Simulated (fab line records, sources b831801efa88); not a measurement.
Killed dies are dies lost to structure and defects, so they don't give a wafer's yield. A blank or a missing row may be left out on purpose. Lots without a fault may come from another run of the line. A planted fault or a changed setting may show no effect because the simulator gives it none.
fab line records | flow sky130
record lots=12 wafers=36 last_day=50
route steps=708 shown VIA4@650 METAL5@663 PAD_OPEN@708
lots that met no fault: from a run of the same line without faults
start_h: hours from the record's first day to the start of the lot's first wafer shown | wait_h: hours since the lot's step before | " the same as in the row above | L1.1+2: a row that stands for several wafers | - no value, or no start given | * or withheld: withheld | < > ~ a bound
route shown NAME@n: a module of which the file shows steps, and the number in the route of the first | usual: mean/standard deviation of fault-free wafers | same: alike in all rows | chamber/n: place in a boat | sites: the reading at each site | _std_site: their standard deviation | _edge_site: outer sites' mean less inner sites' | radius_mm: how far each site lies from the wafer's centre | mask NAME#n: copy n | behind: the tool/chamber that last shaped the wafer | hold: why the lot was held/for how many hours/how that ended | device: the transistor (n, p or np) that didn't switch | end of line: the same wafers' tests at the end of the route | a step without rows: its recipe alone | killed: dies lost to structure and defects at the first sort, not the wafer's yield | map: a wafer's dies, x killed, . not, _ none there
set.NAME: the setting as run; set.NAME@STEP: as run at that earlier step | model.NAME: the simulator's own value behind a step, which no gauge read
steps of the route over a sample of lots; a table a step, a row a wafer
services: from which hour (start_h, from the record's first day; less than 0 if before it) a tool's chamber was out of use, for how many hours, and why
## steps
# step SKY_VIA4_OVL_MEAS_11
# usual VIA4_OVL=0.6/1.3
# columns lot.wafer tool chamber start_h wait_h VIA4_OVL[nm]
L125.1 overlay-02 - 1018.39 0.1 0.2
L125.3 " - " " -1.5
L125.5 " - " " -1.8
L126.4 overlay-01 - 1026.23 0.1 -1.2
L126.5 " - " " 0.9
L126.6 " - " " 0.4
L128.1 overlay-02 - 1044.91 0.1 1.6
L128.3 " - " " 0.6
L128.6 " - " " 2.6
L129.1 overlay-01 - 1054.49 0.1 1.5
L129.2 " - " " 0.3
L129.5 " - " " -0.1
L130.1 overlay-02 - 1058.11 0.1 -2.4
L130.3 " - " " -2.9
L130.4 " - " " 1.8
L131.1 overlay-01 - 1060.16 0.1 2.0
L131.2 " - " " 2.8
L131.3 " - " " 2.2
L132.1 overlay-02 - 1064.71 0.1 2.1
L132.2 " - " " 0.9
L132.4 " - " " 0.5
L133.1 overlay-02 - 1074.16 0.1 -0.1
L133.2 " - " " -0.6
L133.6 " - " " -1.1
L136.2 overlay-01 - 1089.88 0.1 -0.6
L136.3 " - " " 0.5
L136.6 " - " " 1.3
L142.1 overlay-02 - 1125.91 0.1 1.4
L142.2 " - " " 1.6
L142.5 " - " " 1.4
L147.2 overlay-02 - 1145.83 0.1 -1.0
L147.3 " - " " 0.3
L147.5 " - " " -0.3
L146.2 overlay-02 - 1150.57 0.1 -0.9
L146.4 " - " " -0.7
L146.5 " - " " -0.3
# step SKY_VIA4_ETCH_12
# recipe target=SiO2 chemistry=C4F8/O2/Ar stop_on=TiN mask_material=NOVOLAK source_w=1500 bias_w=1200 pressure_mtorr=40 c4f8_flow_sccm=withheld O2_flow_sccm=6 Ar_flow_sccm=300 time_s=withheld target_depth_a=5800
# usual bias_w=1200/3.7 oes_product_au=0.926/0.0047
# columns lot.wafer tool chamber start_h wait_h bias_w oes_product_au
L125.1 rie_diel-02 3 1018.42 0.0 1201 0.926
L125.3 " 2 " " 1201 0.925
L125.5 " 3 " " 1196 0.925
L126.4 rie_diel-02 2 1026.25 0.0 1200 0.930
L126.5 " 2 " " 1205 0.919
L126.6 " 1 " " 1205 0.927
L128.1 rie_diel-02 1 1044.95 0.0 1199 0.934
L128.3 " 0 " " 1208 0.926
L128.6 " 1 " " 1205 0.932
L129.1 rie_diel-03 2 1054.52 0.0 1197 0.923
L129.2 " 0 " " 1196 0.933
L129.5 " 2 " " 1196 0.923
L130.1 rie_diel-02 1 1058.15 0.0 1193 0.929
L130.3 " 2 " " 1200 0.930
L130.4 " 3 " " 1196 0.928
L131.1 rie_diel-03 3 1060.20 0.0 1205 0.922
L131.2 " 2 " " 1198 0.933
L131.3 " 1 " " 1200 0.927
L132.1 rie_diel-02 1 1064.75 0.0 1197 0.919
L132.2 " 0 " " 1202 0.933
L132.4 " 3 " " 1203 0.926
L133.1 rie_diel-04 1 1074.20 0.0 1201 0.924
L133.2 " 3 " " 1195 0.931
L133.6 " 2 " " 1202 0.931
L136.2 rie_diel-02 0 1089.91 0.0 1203 0.924
L136.3 " 3 " " 1198 0.925
L136.6 " 2 " " 1199 0.919
L142.1 rie_diel-02 0 1125.95 0.0 1210 0.928
L142.2 " 3 " " 1156 0.928
L142.5 " 1 " " 1198 0.935
L147.2 rie_diel-04 2 1145.86 0.0 1199 0.929
L147.3 " 1 " " 1197 0.924
L147.5 " 1 " " 1199 0.925
L146.2 rie_diel-03 3 1150.60 0.0 1205 0.922
L146.4 " 0 " " 1202 0.925
L146.5 " 0 " " 1196 0.927
# step SKY_VIA4_CMP_21
# recipe stop_on=SiO2 t_overpolish_s=25 down_force_psi=3.5 platen_rpm=60 target_thk_nm=0 pad_velocity_m_s=0.94248
# usual motor_current_A=11.1/1.5 overpolish_run_s=25.000/0.0084 time_to_endpoint_s=123/5.2
# columns lot.wafer tool chamber start_h wait_h motor_current_A overpolish_run_s time_to_endpoint_s
L125.3 cmp-01 2 1019.54 0.0 9.6 24.999 117
L125.1 " 0 " " 10.2 24.998 128
L125.5 " 3 " " 11.1 25.003 121
L126.4 cmp-02 3 1027.50 0.1 9.8 25.005 119
L126.5 " 2 " " 10.7 24.997 126
L126.6 " 3 " " 9.3 24.986 117
L128.1 cmp-02 0 1046.00 0.1 12.5 24.997 124
L128.3 " 1 " " 11.8 25.001 128
L128.6 " 1 " " 11.0 24.994 131
L129.1 cmp-02 0 1055.63 0.1 12.3 24.999 123
L129.2 " 2 " " 10.7 25.021 124
L129.5 " 3 " " 9.6 25.010 119
L130.1 cmp-02 3 1059.20 0.1 9.4 24.995 115
L130.4 " 0 " " 13.2 24.997 116
L130.3 " 1 " " 11.6 25.003 132
L131.2 cmp-02 2 1061.31 0.1 10.1 24.983 122
L131.3 " 3 " " 9.8 25.003 116
L131.1 " 0 " " 13.1 24.995 119
L132.1 cmp-01 3 1065.89 0.1 10.8 25.008 123
L132.2 " 0 " " 10.8 24.999 130
L132.4 " 1 " " 14.1 24.995 131
L133.1 cmp-01 2 1075.30 0.1 9.8 24.989 120
L133.2 " 3 " " 10.5 25.014 121
L133.6 " 1 " " 13.6 25.013 131
L136.2 cmp-01 3 1091.40 0.2 11.1 24.993 127
L136.3 " 1 " " 13.8 24.992 132
L136.6 " 2 " " 9.7 24.999 120
L142.2 cmp-02 3 1127.11 0.1 9.6 25.009 115
L142.1 " 0 " " 12.7 24.988 123
L142.5 " 3 " " 9.2 25.007 117
L147.2 cmp-02 2 1146.92 0.0 10.5 25.014 123
L147.3 " 1 " " 11.4 24.992 126
L147.5 " 3 " " 10.1 24.998 112
L146.2 cmp-01 1 1151.66 0.0 14.0 24.997 126
L146.4 " 0 " " 11.1 25.010 130
L146.5 " 1 " " 14.1 25.004 130
# step SKY_METAL5_SPUTTER_02
# recipe material=AlCu target_thk_nm=1150 power_w=10600 time_s=61.2 chamber_pressure_pa=0.4
# usual throttle_valve_pct=30.2/1.1
# columns lot.wafer tool chamber start_h wait_h throttle_valve_pct
L125.1 pvd_sputter-04 - 1019.89 0.0 30.1
L125.3 " - " " 28.8
L125.5 " - " " 30.3
L126.4 pvd_sputter-04 - 1027.83 0.0 30.2
L126.5 " - " " 31.2
L126.6 " - " " 28.6
L128.1 pvd_sputter-04 - 1046.35 0.0 31.2
L128.3 " - " " 29.8
L128.6 " - " " 31.5
L129.1 pvd_sputter-02 - 1055.93 0.0 32.1
L129.2 " - " " 29.2
L129.5 " - " " 28.7
L130.1 pvd_sputter-02 - 1059.55 0.0 32.0
L130.3 " - " " 30.7
L130.4 " - " " 28.5
L131.1 pvd_sputter-04 - 1061.61 0.0 30.3
L131.2 " - " " 30.1
L131.3 " - " " 28.6
L132.1 pvd_sputter-02 - 1066.23 0.0 28.3
L132.2 " - " " 30.8
L132.4 " - " " 29.2
L133.1 pvd_sputter-04 - 1075.60 0.0 30.1
L133.2 " - " " 31.5
L133.6 " - " " 30.3
L136.2 pvd_sputter-01 - 1091.70 0.0 30.9
L136.3 " - " " 31.3
L136.6 " - " " 29.6
L142.1 pvd_sputter-01 - 1127.41 0.0 30.4
L142.2 " - " " 30.6
L142.5 " - " " 30.6
L147.2 pvd_sputter-04 - 1147.27 0.0 28.7
L147.3 " - " " 30.2
L147.5 " - " " 30.2
L146.2 pvd_sputter-04 - 1152.01 0.0 30.3
L146.4 " - " " 31.5
L146.5 " - " " 30.3
# step SKY_PAD_OPEN_PROBE_99
# usual defect_limited_yield=82.8/1.8 killed_at_M0_to_M3=42/5.8 killed_at_M4_up=3.0/2 killed_at_contacts=24/5.5 killed_at_front_end=15/3.9 killed_at_other=0.3/0.54 killed_dies=85/8.8 killed_open=47/6.8 killed_short=38/5.9 sort_bin_3_pad_short=0.9/0.41 sort_bin_5_function=10.1/1.4 sort_bin_6_memory=6.2/1.2 sort_n_pass=407/8.8 sort_yield_pct=82.8/1.8
# same gross_dies=492 killed_at_back_side=0 sort_bin_4_leakage[%]=0 sort_bin_8_speed[%]=0
# columns lot.wafer tool chamber start_h wait_h defect_limited_yield[%] killed_at_M0_to_M3 killed_at_M4_up killed_at_contacts killed_at_front_end killed_at_other killed_dies killed_open killed_short sort_bin_3_pad_short[%] sort_bin_5_function[%] sort_bin_6_memory[%] sort_n_pass sort_yield_pct[%]
L128.1 prober-01 - 1113.59 0.1 83.5 48 5 14 14 0 81 40 41 0.8 9.8 5.9 411 83.5
L128.3 prober-01 - 1113.69 0.2 83.3 43 4 21 14 0 82 38 44 1.0 9.8 5.9 410 83.3
L128.6 prober-01 - 1113.84 0.2 84.1 40 1 23 14 0 78 46 32 0.8 10.2 4.9 414 84.1
L129.1 prober-02 - 1120.33 0.1 82.5 42 2 26 16 0 86 41 45 2.0 10.2 5.3 406 82.5
L129.2 prober-02 - 1120.38 0.1 84.3 36 2 24 15 0 77 46 31 0.8 8.9 5.9 415 84.3
L129.5 prober-02 - 1120.53 0.2 84.1 43 3 18 13 1 78 38 39 0.4 9.1 6.3 414 84.1
L130.1 prober-01 - 1122.94 0.1 78.9 51 5 29 19 0 104 58 46 0.4 12.4 8.3 388 78.9
L130.3 prober-01 - 1123.04 0.2 80.1 38 7 36 17 0 98 52 46 0.6 11.0 8.3 394 80.1
L130.4 prober-01 - 1123.09 0.2 80.3 50 3 32 12 0 97 59 38 1.6 10.6 7.5 395 80.3
L131.1 prober-02 - 1125.42 0.1 80.9 44 7 28 14 1 94 57 36 1.2 12.0 5.9 398 80.9
L131.2 prober-02 - 1125.47 0.1 84.8 40 0 14 20 1 75 43 32 1.0 8.7 5.5 417 84.8
L131.3 prober-02 - 1125.52 0.2 80.7 44 1 34 15 1 95 53 41 0.2 11.0 8.1 397 80.7
L132.1 prober-01 - 1130.02 0.1 83.9 44 3 20 12 0 79 39 40 0.6 8.5 6.9 413 83.9
L132.2 prober-01 - 1130.07 0.1 82.9 49 3 19 13 0 84 48 36 1.0 9.1 6.9 408 82.9
L132.4 prober-01 - 1130.17 0.2 82.1 50 0 25 13 0 88 47 41 1.0 10.0 6.9 404 82.1
L133.1 prober-02 - 1139.49 0.1 82.7 47 3 24 11 0 85 45 39 0.6 10.4 6.3 407 82.7
L133.2 prober-02 - 1139.54 0.1 80.7 47 3 30 15 0 95 48 47 0.2 12.8 6.3 397 80.7
L133.6 prober-02 - 1139.74 0.2 81.5 46 2 29 14 0 91 54 37 0.6 9.3 8.5 401 81.5
L136.2 prober-02 - 1154.33 0.1 84.3 45 2 18 11 1 77 47 29 1.2 8.1 6.3 415 84.3
L136.3 prober-02 - 1154.38 0.2 85.2 38 2 23 9 1 73 38 34 0.2 9.3 5.3 419 85.2
L136.6 prober-02 - 1154.53 0.2 81.7 50 0 25 12 3 90 54 34 0.8 10.4 7.1 402 81.7
L142.1 prober-02 - 1183.57 0.1 81.9 46 3 21 19 0 89 49 39 1.8 9.8 6.5 403 81.9
L142.2 prober-02 - 1183.62 0.1 80.1 48 1 29 20 0 98 57 40 0.2 12.8 6.9 394 80.1
L142.5 prober-02 - 1183.77 0.2 83.3 37 5 21 19 0 82 41 39 1.0 9.1 6.5 410 83.3
L147.2 prober-01 - 1201.48 0.1 81.7 46 3 20 20 1 90 48 41 1.4 9.6 7.3 402 81.7
L147.3 prober-01 - 1201.53 0.2 82.5 37 1 28 20 0 86 51 34 0.6 9.8 7.1 406 82.5
L147.5 prober-01 - 1201.63 0.2 82.5 46 1 20 19 0 86 44 41 1.6 8.5 7.3 406 82.5
# killed by level:class
L128.1 VIA1:geometric_particle:open=12 METAL2:geometric_particle:short=10 POLY_GATE:geometric_particle:short=6 CONTACT:geometric_particle:open=6 METAL1:geometric_particle:short=5 VIA2:geometric_particle:open=4 VIA1:geometric_particle:short=4 VIA3:geometric_particle:open=4
L128.3 VIA1:geometric_particle:short=11 CONTACT:geometric_particle:open=10 LI_CONTACT:geometric_particle:open=6 VIA2:geometric_particle:open=6 FIELD_ISO:geometric_particle:short=5 METAL2:geometric_particle:short=5 POLY_GATE:geometric_particle:short=4 METAL1:geometric_particle:short=4
L128.6 CONTACT:geometric_particle:open=12 VIA2:geometric_particle:open=8 VIA1:geometric_particle:short=6 VIA3:geometric_particle:open=6 METAL1:geometric_particle:short=5 SPACER:geometric_particle:open=4 POLY_GATE:geometric_particle:open=4 LOCAL_INTERCONNECT:geometric_particle:short=4
L129.1 CONTACT:geometric_particle:open=13 VIA2:geometric_particle:open=7 METAL2:geometric_particle:short=6 VIA3:geometric_particle:open=6 FIELD_ISO:geometric_particle:short=5 POLY_GATE:geometric_particle:short=5 CONTACT:geometric_particle:short=5 VIA2:geometric_particle:short=5
L129.2 CONTACT:geometric_particle:open=9 VIA2:geometric_particle:open=7 METAL2:geometric_particle:short=6 LI_CONTACT:geometric_particle:open=6 VIA1:geometric_particle:open=6 METAL3:geometric_particle:short=5 VIA3:geometric_particle:open=5 LI_CONTACT:geometric_particle:short=4
L129.5 CONTACT:geometric_particle:open=10 VIA1:geometric_particle:open=9 METAL2:geometric_particle:short=7 VIA2:geometric_particle:short=6 VIA3:geometric_particle:open=5 FIELD_ISO:geometric_particle:short=4 METAL1:geometric_particle:short=4 VIA1:geometric_particle:short=4
L130.1 LI_CONTACT:geometric_particle:open=12 VIA1:geometric_particle:open=11 FIELD_ISO:geometric_particle:short=10 CONTACT:geometric_particle:open=10 METAL2:geometric_particle:short=8 VIA2:geometric_particle:open=8 METAL1:geometric_particle:short=6 VIA3:geometric_particle:open=6
L130.3 LI_CONTACT:geometric_particle:open=14 VIA3:geometric_particle:open=9 LOCAL_INTERCONNECT:geometric_particle:short=7 VIA1:geometric_particle:open=7 CONTACT:geometric_particle:short=6 CONTACT:geometric_particle:open=6 FIELD_ISO:geometric_particle:open=5 METAL1:geometric_particle:short=5
L130.4 VIA1:geometric_particle:open=18 CONTACT:geometric_particle:open=10 VIA2:geometric_particle:open=10 LI_CONTACT:geometric_particle:open=7 LOCAL_INTERCONNECT:geometric_particle:short=7 CONTACT:geometric_particle:short=6 METAL3:geometric_particle:short=6 POLY_GATE:geometric_particle:open=4
L131.1 LI_CONTACT:geometric_particle:open=14 VIA1:geometric_particle:open=10 CONTACT:geometric_particle:open=7 VIA2:geometric_particle:open=7 METAL2:geometric_particle:short=5 VIA2:geometric_particle:short=5 VIA3:geometric_particle:open=5 METAL4:geometric_particle:short=4
L131.2 VIA3:geometric_particle:open=9 VIA1:geometric_particle:open=7 FIELD_ISO:geometric_particle:short=6 POLY_GATE:geometric_particle:open=5 VIA3:geometric_particle:short=5 FIELD_ISO:geometric_particle:open=4 LI_CONTACT:geometric_particle:open=4 CONTACT:geometric_particle:open=4
L131.3 LI_CONTACT:geometric_particle:open=12 VIA1:geometric_particle:open=11 CONTACT:geometric_particle:open=10 VIA2:geometric_particle:open=7 VIA1:geometric_particle:short=6 METAL1:geometric_particle:short=5 LI_CONTACT:geometric_particle:short=5 CONTACT:geometric_particle:short=4
L132.1 CONTACT:geometric_particle:open=11 VIA2:geometric_particle:open=8 VIA1:geometric_particle:open=7 VIA1:geometric_particle:short=6 METAL1:geometric_particle:short=5 METAL3:geometric_particle:short=5 POLY_GATE:geometric_particle:short=4 VIA3:geometric_particle:open=4
L132.2 VIA1:geometric_particle:open=12 METAL2:geometric_particle:short=8 VIA2:geometric_particle:open=7 VIA3:geometric_particle:open=7 LI_CONTACT:geometric_particle:short=5 CONTACT:geometric_particle:open=5 LI_CONTACT:geometric_particle:open=5 POLY_GATE:geometric_particle:open=4
L132.4 VIA2:geometric_particle:open=9 CONTACT:geometric_particle:open=8 VIA1:geometric_particle:open=8 LI_CONTACT:geometric_particle:open=7 VIA1:geometric_particle:short=7 METAL1:geometric_particle:short=6 METAL2:geometric_particle:short=6 FIELD_ISO:geometric_particle:open=4
L133.1 VIA1:geometric_particle:open=9 VIA3:geometric_particle:open=8 LI_CONTACT:geometric_particle:open=7 METAL1:geometric_particle:short=7 CONTACT:geometric_particle:open=6 LI_CONTACT:geometric_particle:short=5 VIA2:geometric_particle:open=5 VIA1:geometric_particle:short=4
L133.2 VIA2:geometric_particle:open=11 FIELD_ISO:geometric_particle:open=7 LOCAL_INTERCONNECT:geometric_particle:short=7 LI_CONTACT:geometric_particle:open=7 METAL1:geometric_particle:short=7 VIA3:geometric_particle:open=7 CONTACT:geometric_particle:short=6 CONTACT:geometric_particle:open=6
L133.6 VIA3:geometric_particle:open=15 CONTACT:geometric_particle:open=12 CONTACT:geometric_particle:short=6 VIA1:geometric_particle:open=6 VIA2:geometric_particle:open=6 LI_CONTACT:geometric_particle:open=5 METAL1:geometric_particle:short=5 METAL3:geometric_particle:short=4
L136.2 VIA3:geometric_particle:open=10 VIA2:geometric_particle:open=9 VIA1:geometric_particle:short=6 CONTACT:geometric_particle:open=6 METAL2:geometric_particle:short=6 VIA1:geometric_particle:open=5 CONTACT:geometric_particle:short=5 FIELD_ISO:geometric_particle:open=4
L136.3 VIA2:geometric_particle:open=9 VIA1:geometric_particle:open=8 CONTACT:geometric_particle:short=6 CONTACT:geometric_particle:open=6 POLY_GATE:geometric_particle:open=5 LI_CONTACT:geometric_particle:short=5 VIA1:geometric_particle:short=5 VIA3:geometric_particle:short=4
L136.6 VIA1:geometric_particle:open=16 CONTACT:geometric_particle:open=10 METAL2:geometric_particle:short=7 VIA3:geometric_particle:open=7 VIA2:geometric_particle:open=6 LI_CONTACT:geometric_particle:open=5 FIELD_ISO:geometric_particle:open=4 LOCAL_INTERCONNECT:geometric_particle:short=4
L142.1 VIA1:geometric_particle:open=10 LI_CONTACT:geometric_particle:open=7 VIA3:geometric_particle:open=7 CONTACT:geometric_particle:open=7 FIELD_ISO:geometric_particle:open=6 VIA1:geometric_particle:short=6 METAL2:geometric_particle:short=6 POLY_GATE:geometric_particle:short=4
L142.2 VIA1:geometric_particle:open=14 CONTACT:geometric_particle:open=12 VIA2:geometric_particle:open=9 METAL2:geometric_particle:short=7 LI_CONTACT:geometric_particle:open=6 CONTACT:geometric_particle:short=5 VIA1:geometric_particle:short=5 FIELD_ISO:geometric_particle:open=4
L142.5 CONTACT:geometric_particle:open=8 FIELD_ISO:geometric_particle:open=7 VIA1:geometric_particle:open=7 METAL2:geometric_particle:short=7 VIA2:geometric_particle:open=7 FIELD_ISO:geometric_particle:short=6 LOCAL_INTERCONNECT:geometric_particle:short=5 CONTACT:geometric_particle:short=5
L147.2 CONTACT:geometric_particle:open=10 VIA1:geometric_particle:open=9 METAL2:geometric_particle:short=9 POLY_GATE:geometric_particle:short=7 LI_CONTACT:geometric_particle:open=7 VIA3:geometric_particle:open=6 FIELD_ISO:geometric_particle:open=5 VIA1:geometric_particle:short=5
L147.3 LI_CONTACT:geometric_particle:open=9 VIA1:geometric_particle:open=9 CONTACT:geometric_particle:open=8 CONTACT:geometric_particle:short=7 FIELD_ISO:geometric_particle:open=6 POLY_GATE:geometric_particle:open=6 METAL1:geometric_particle:short=4 VIA1:geometric_particle:short=4
L147.5 VIA1:geometric_particle:open=13 METAL2:geometric_particle:short=6 FIELD_ISO:geometric_particle:short=6 LI_CONTACT:geometric_particle:open=6 VIA2:geometric_particle:open=6 VIA2:geometric_particle:short=6 CONTACT:geometric_particle:open=5 METAL1:geometric_particle:short=5
## services
# columns tool chamber start_h hours kind
cmp-02 - 1047.39 1.2 repair
rie_diel-02 - 1082.54 0.7 repair
cmp-02 - 1084.06 4.0 pm
cmp-02 - 1088.06 - consumable_replace:conditioner
cmp-02 - 1088.06 - consumable_replace:pad
rie_diel-04 3 1088.08 12.6 repair
rie_diel-04 0 1098.51 15.4 repair
cmp-01 - 1102.99 0.2 repair
cmp-02 - 1113.36 2.3 repair
cmp-02 - 1119.17 1.0 repair
rie_diel-04 0 1139.40 11.9 repair
## key
first_sign step=SKY_VIA4_ETCH_12 reading=bias_w direction=down sigmas=12 usual=1200 struck=1156
effect none on later readings
met_at SKY_VIA4_ETCH_12
struck_lots L142
struck_wafers L142.2
not_acting_at SKY_VIA4_OVL_MEAS_11,SKY_VIA4_CMP_21,SKY_METAL5_SPUTTER_02
onset_between 1089.91 1125.95
fault kind=process_parameter_drift tool=rie_diel-02 chamber=3 onset_h=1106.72 steps=SKY_VIA4_ETCH_12 channel=bias_w offset=-43.899 shape=step end_h=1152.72 acts_in=these_recipes_only stated=1200
